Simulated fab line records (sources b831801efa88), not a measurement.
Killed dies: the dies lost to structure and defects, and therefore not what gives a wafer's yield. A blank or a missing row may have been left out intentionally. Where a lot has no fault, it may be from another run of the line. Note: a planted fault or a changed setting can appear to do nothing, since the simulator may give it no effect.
What tool caused it?    flow sky130    12 lots with 36 wafers sampled at 2 steps, on a route of 708 steps

== WHAT THE GAUGES READ, wafer by wafer ==
SKY_NWELL_TW_MEAS_15.
lot   measured      on             NWELL_TW
L706  day 5 04:12   film metro-03  1817 1826 1837
L707  day 5 11:47   film metro-03  1809 1822 1823
L708  day 5 12:26   film metro-03  1808 1811 1812
L710  day 5 17:35   film metro-03  1822 1811 1827
L716  day 7 01:50   film metro-03  1811 1808 1799
L721  day 8 03:55   film metro-02  1801 1798 1801
L722  day 8 09:15   film metro-03  1803 1808 1800
L724  day 8 21:05   film metro-02  1798 1796 1800
L726  day 9 18:11   film metro-02  1790 1785 1776
L727  day 10 06:50  film metro-03  1828 1806 1823
L728  day 10 12:48  film metro-03  1826 1826 1815
L729  day 10 13:51  film metro-02  1805 1796 1806

SKY_VT_ADJUST_LVTN_OVL_MEAS_07.
lot   measured      on          VT_ADJUST_LVTN_OVL (nm)
L706  day 7 12:45   overlay-02  -0.6 -1.8 -1.2
L707  day 7 19:45   overlay-02  1.4 0.7 0.4
L708  day 7 21:05   overlay-02  -1.3 0.0 0.9
L710  day 8 02:23   overlay-02  2.0 4.1 4.0
L716  day 9 12:59   overlay-02  0.4 0.4 -0.3
L721  day 10 20:25  overlay-01  2.8 3.5 2.0
L722  day 11 02:43  overlay-01  -0.3 0.2 0.9
L724  day 11 17:20  overlay-02  2.1 2.1 2.3
L726  day 12 16:41  overlay-01  -0.4 -0.5 -0.5
L727  day 13 07:54  overlay-01  2.8 1.0 1.5
L728  day 13 14:11  overlay-01  -0.8 -0.4 0.7
L729  day 13 15:40  overlay-02  -0.7 0.3 1.2

== WHICH TOOL RAN EACH LOT (tool, then ch and the chambers of the sampled wafers, then the start) ==
The record shows no process step preceding these readings.

== AS READ BY THE TOOLS THEMSELVES (means over the sampled wafers that have a number; for cases with no such wafer, the mark the record gives instead) ==
The record holds no such reading with a usual standard deviation.

== THE ANSWER, worked out from the rows above alone ==
Rule: usual is defined by the lots themselves. The widest of any qualifying gaps counts: lots, ordered by their means at a reading, are off when they make up no more than a third of the lots, leave a main group of 4 or more, and stand apart from it by 3 or more times the standard deviation of that group's means. Not used: any main group whose means are identical at the precision the tables above print for the reading. A lot without any number at a reading at which 4 lots or more have one is off too. Where the step has rows for the other lots, those lots are counted as sound. First the gauges in route order, then the tools' own readings, where a lot's mean is used as printed above. The first step at which some lot is off is used, and at that step the reading that is off furthest; a lot without a number counts as furthest.
None of the lots is off at any reading shown; this tells nothing.

== WHAT THE SIMULATOR HAD INSERTED ==
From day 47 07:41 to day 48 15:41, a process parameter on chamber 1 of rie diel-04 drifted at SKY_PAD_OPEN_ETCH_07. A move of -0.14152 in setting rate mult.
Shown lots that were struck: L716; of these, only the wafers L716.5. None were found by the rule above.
